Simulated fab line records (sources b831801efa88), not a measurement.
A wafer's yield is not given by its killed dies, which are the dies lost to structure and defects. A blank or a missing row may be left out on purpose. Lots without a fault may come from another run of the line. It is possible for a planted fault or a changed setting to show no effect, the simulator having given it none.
Which of the tools did it?    flow gf180mcu    Sampling: 24 lots, 72 wafers, 5 of 602 route steps

WHAT THE GAUGES SHOWED, per wafer
GF_M1_RS_MEAS_05: the measuring method here is four-point-probe.
lot   measured      on             M1_ALCU_RS (ohm/sq)
L074  day 16 09:25  film metro-01  0.0707 0.0698 0.0699
L075  day 17 01:41  film metro-01  0.0698 0.0698 0.0699
L076  day 17 04:23  film metro-01  0.0685 0.0704 0.0685
L077  day 17 10:27  film metro-01  0.0683 0.0687 0.0679
L078  day 17 19:28  film metro-02  0.0694 0.0721 0.0706
L079  day 18 03:15  film metro-02  0.0700 0.0696 0.0708
L080  day 18 19:28  film metro-02  0.0702 0.0693 0.0694
L081  day 19 07:21  film metro-01  0.0702 0.0688 0.0697
L082  day 19 11:32  film metro-01  0.0705 0.0690 0.0697
L083  day 19 17:46  film metro-03  0.0699 0.0697 0.0697
L084  day 19 19:29  film metro-03  0.0714 0.0700 0.0700
L085  day 20 08:47  film metro-01  0.0693 0.0699 0.0693
L086  day 20 14:19  film metro-01  0.0690 0.0695 0.0686
L087  day 21 03:15  film metro-02  0.0723 0.0694 0.0714
L088  day 21 09:15  film metro-01  0.0681 0.0692 0.0694
L089  day 21 14:50  film metro-02  0.0683 0.0691 0.0703
L090  day 22 02:33  film metro-03  0.0681 0.0689 0.0697
L091  day 22 11:31  film metro-03  0.0692 0.0706 0.0690
L092  day 22 19:34  film metro-02  0.0703 0.0691 0.0695
L093  day 23 01:06  film metro-03  0.0707 0.0696 0.0698
L094  day 23 06:15  film metro-01  0.0691 0.0694 0.0701
L095  day 23 16:17  film metro-02  0.0709 0.0694 0.0696
L096  day 23 20:56  film metro-01  0.0688 0.0707 0.0683
L097  day 24 03:46  film metro-03  0.0714 0.0709 0.0688

GF_V3_THK_MEAS_01.
lot   measured      on             V3_CVD_00_THK (nm)
L074  day 21 16:30  film metro-01  603 604 598
L075  day 22 08:16  film metro-04  600 586 595
L076  day 22 10:30  film metro-02  591 598 594
L077  day 22 16:21  film metro-01  591 594 583
L078  day 23 03:14  film metro-02  593 603 597
L079  day 23 10:09  film metro-02  592 603 599
L080  day 24 02:16  film metro-01  598 591 590
L081  day 24 12:26  film metro-04  594 606 612
L082  day 24 15:17  film metro-01  600 614 600
L083  day 24 23:33  film metro-04  598 612 618
L084  day 24 23:02  film metro-04  605 614 609
L085  day 25 11:49  film metro-01  594 612 598
L086  day 25 16:05  film metro-01  595 598 613
L087  day 26 02:13  film metro-02  603 597 602
L088  day 26 08:02  film metro-04  602 592 602
L089  day 26 13:23  film metro-04  600 598 600
L090  day 26 23:12  film metro-02  609 599 602
L091  day 27 06:35  film metro-02  597 600 606
L092  day 27 15:18  film metro-01  599 611 594
L093  day 27 22:11  film metro-02  618 600 600
L094  day 28 00:29  film metro-04  601 601 613
L095  day 28 06:40  film metro-04  590 604 596
L096  day 28 12:05  film metro-02  594 594 605
L097  day 28 18:22  film metro-02  590 593 583

GF_V4_THK_MEAS_01.
lot   measured      on             V4_CVD_00_THK (nm)
L074  day 23 19:25  film metro-03  592 604 585
L075  day 24 08:59  film metro-03  595 592 603
L076  day 24 10:53  film metro-04  608 614 596
L077  day 24 16:29  film metro-04  597 605 597
L078  day 25 02:16  film metro-03  592 607 603
L079  day 25 08:44  film metro-03  585 599 601
L080  day 26 00:50  film metro-02  594 578 591
L081  day 26 10:12  film metro-02  611 611 596
L082  day 26 11:40  film metro-03  596 586 594
L083  day 26 21:01  film metro-03  599 596 599
L084  day 26 20:45  film metro-02  608 599 610
L085  day 27 07:34  film metro-03  607 594 607
L086  day 27 11:47  film metro-02  594 611 605
L087  day 27 22:31  film metro-03  582 596 604
L088  day 28 03:32  film metro-03  591 578 577
L089  day 28 08:15  film metro-04  614 620 613
L090  day 28 18:07  film metro-04  578 596 594
L091  day 29 00:50  film metro-02  585 598 600
L092  day 29 09:38  film metro-02  594 579 591
L093  day 29 15:29  film metro-02  586 591 584
L094  day 29 17:58  film metro-04  602 593 597
L095  day 29 23:36  film metro-02  605 593 608
L096  day 30 05:43  film metro-02  601 596 592
L097  day 30 11:19  film metro-04  602 608 593

WHICH TOOL RAN EACH LOT (tool, then ch and the chambers of the sampled wafers, then the start)
lot   GF_CONTACT_CMP_27              GF_V3_SPUTTER_21
L074  cmp-02 ch 0,1,3, day 16 08:52  pvd sputter-03, day 22 17:59
L075  cmp-02 ch 0,2,3, day 17 01:17  pvd sputter-03, day 23 07:53
L076  cmp-02 ch 0,1,2, day 17 03:52  pvd sputter-04, day 23 10:26
L077  cmp-01 ch 1,2,3, day 17 09:55  pvd sputter-03, day 23 16:52
L078  cmp-01 ch 1,2,3, day 17 18:56  pvd sputter-03, day 24 03:14
L079  cmp-01 ch 1,2, day 18 02:41    pvd sputter-04, day 24 09:26
L080  cmp-02 ch 0,2,3, day 18 18:56  pvd sputter-03, day 25 01:31
L081  cmp-02 ch 0,1,3, day 19 06:56  pvd sputter-02, day 25 11:47
L082  cmp-01 ch 0,1,2, day 19 11:04  pvd sputter-02, day 25 13:33
L083  cmp-01 ch 0,2, day 19 17:15    pvd sputter-04, day 25 22:08
L084  cmp-02 ch 0,2,3, day 19 19:01  pvd sputter-02, day 25 21:53
L085  cmp-01 ch 0,2,3, day 20 08:20  pvd sputter-04, day 26 09:37
L086  cmp-02 ch 0,2,3, day 20 13:54  pvd sputter-02, day 26 14:08
L087  cmp-02 ch 0,3, day 21 02:40    pvd sputter-04, day 27 00:28
L088  cmp-01 ch 1,2,3, day 21 08:44  pvd sputter-03, day 27 06:17
L089  cmp-01 ch 1,2, day 21 14:22    pvd sputter-02, day 27 10:47
L090  cmp-02 ch 0,1,3, day 22 02:01  pvd sputter-04, day 27 20:33
L091  cmp-02 ch 0,1,3, day 22 11:05  pvd sputter-03, day 28 03:29
L092  cmp-02 ch 0,2,3, day 22 19:03  pvd sputter-02, day 28 12:45
L093  cmp-02 ch 0,1,3, day 23 00:41  pvd sputter-02, day 28 18:23
L094  cmp-01 ch 1,2, day 23 05:44    pvd sputter-02, day 28 21:09
L095  cmp-02 ch 0,2, day 23 15:43    pvd sputter-02, day 29 03:14
L096  cmp-01 ch 0,3, day 23 20:24    pvd sputter-02, day 29 08:38
L097  cmp-02 ch 0,1,3, day 24 03:19  pvd sputter-03, day 29 15:02
- GF_CONTACT_CMP_27: polishes, stops on SiO2, t overpolish 15 s, target thk 0 nm.
- GF_V3_SPUTTER_21: material Ti, target thk 15 nm, time 80.02 s.

WHAT THE TOOLS THEMSELVES READ (means of the sampled wafers that have a number; where no wafer has one, the mark that the record gives instead)
GF_CONTACT_CMP_27.
lot   tool    motor current A (A)  overpolish run s (s)  platen rpm (rpm)  slurry filter dp kPa (kPa)  time to endpoint s (s)
L074  cmp-02  10.7                 15.004                59.99             13.50                       76
L075  cmp-02  11.7                 15.002                60.02             13.37                       69
L076  cmp-02  11.4                 15.007                59.98             13.60                       74
L077  cmp-01  11.8                 14.997                60.01             13.47                       72
L078  cmp-01  11.7                 15.002                60.00             13.42                       72
L079  cmp-01  12.0                 14.998                60.00             13.60                       77
L080  cmp-02  11.6                 15.002                60.01             13.43                       72
L081  cmp-02  11.1                 14.995                59.93             13.34                       77
L082  cmp-01  12.3                 14.998                59.99             13.53                       74
L083  cmp-01  12.6                 14.997                60.02             13.64                       70
L084  cmp-02  11.8                 14.995                59.96             13.51                       73
L085  cmp-01  12.4                 15.003                60.00             13.57                       71
L086  cmp-02  11.6                 14.993                60.00             13.49                       73
L087  cmp-02  10.9                 15.006                60.00             13.35                       77
L088  cmp-01  11.7                 14.999                59.99             13.49                       69
L089  cmp-01  11.8                 14.998                59.99             13.61                       72
L090  cmp-02  10.9                 14.995                60.00             13.54                       75
L091  cmp-02  11.1                 14.992                60.00             13.53                       72
L092  cmp-02  11.4                 14.994                60.00             13.46                       70
L093  cmp-02  11.2                 14.996                60.00             13.51                       73
L094  cmp-01  12.4                 14.999                59.99             13.45                       66
L095  cmp-02  11.9                 15.000                59.97             13.41                       67
L096  cmp-01  13.0                 15.005                60.06             13.43                       73
L097  cmp-02  11.7                 15.003                59.95             13.50                       76

GF_V3_SPUTTER_21.
lot   tool            substrate temp c (C)  throttle valve pct (%)
L074  pvd sputter-03  199.95                29.4
L075  pvd sputter-03  200.12                30.7
L076  pvd sputter-04  200.00                30.3
L077  pvd sputter-03  199.97                29.7
L078  pvd sputter-03  200.04                30.2
L079  pvd sputter-04  200.11                30.3
L080  pvd sputter-03  199.85                30.1
L081  pvd sputter-02  199.95                30.6
L082  pvd sputter-02  200.02                31.0
L083  pvd sputter-04  200.07                30.3
L084  pvd sputter-02  200.01                30.9
L085  pvd sputter-04  199.97                30.3
L086  pvd sputter-02  199.98                30.7
L087  pvd sputter-04  200.07                30.0
L088  pvd sputter-03  200.00                29.2
L089  pvd sputter-02  200.19                30.5
L090  pvd sputter-04  200.17                30.0
L091  pvd sputter-03  200.03                29.3
L092  pvd sputter-02  199.96                31.2
L093  pvd sputter-02  199.87                31.0
L094  pvd sputter-02  200.00                31.2
L095  pvd sputter-02  199.92                31.1
L096  pvd sputter-02  199.99                30.7
L097  pvd sputter-03  199.93                29.4

THE ANSWER, worked out from the rows above alone
Rule: usual is defined by the lots themselves. Put in order of their means at a reading, lots are off if they are a third of the lots or fewer, leave a main group of 4 or more, and stand apart from it by a gap of 3 or more times the standard deviation of the main group's means; of several such gaps the widest counts. If all means in a main group match to the digits the tables above print for the reading, that group is not used. Also off: a lot with no number at a reading for which 4 or more lots have one. The other lots that the step has rows for count as sound. After the gauges, taken in route order, come the tools' own readings; for these a lot's mean is taken, as printed above. The first step at which some lot is off is used, and at that step the reading that is off furthest; a lot without a number counts as furthest.
No lot is off at any reading shown: from this, nothing can be told.

WHAT THE SIMULATOR HAD INSERTED
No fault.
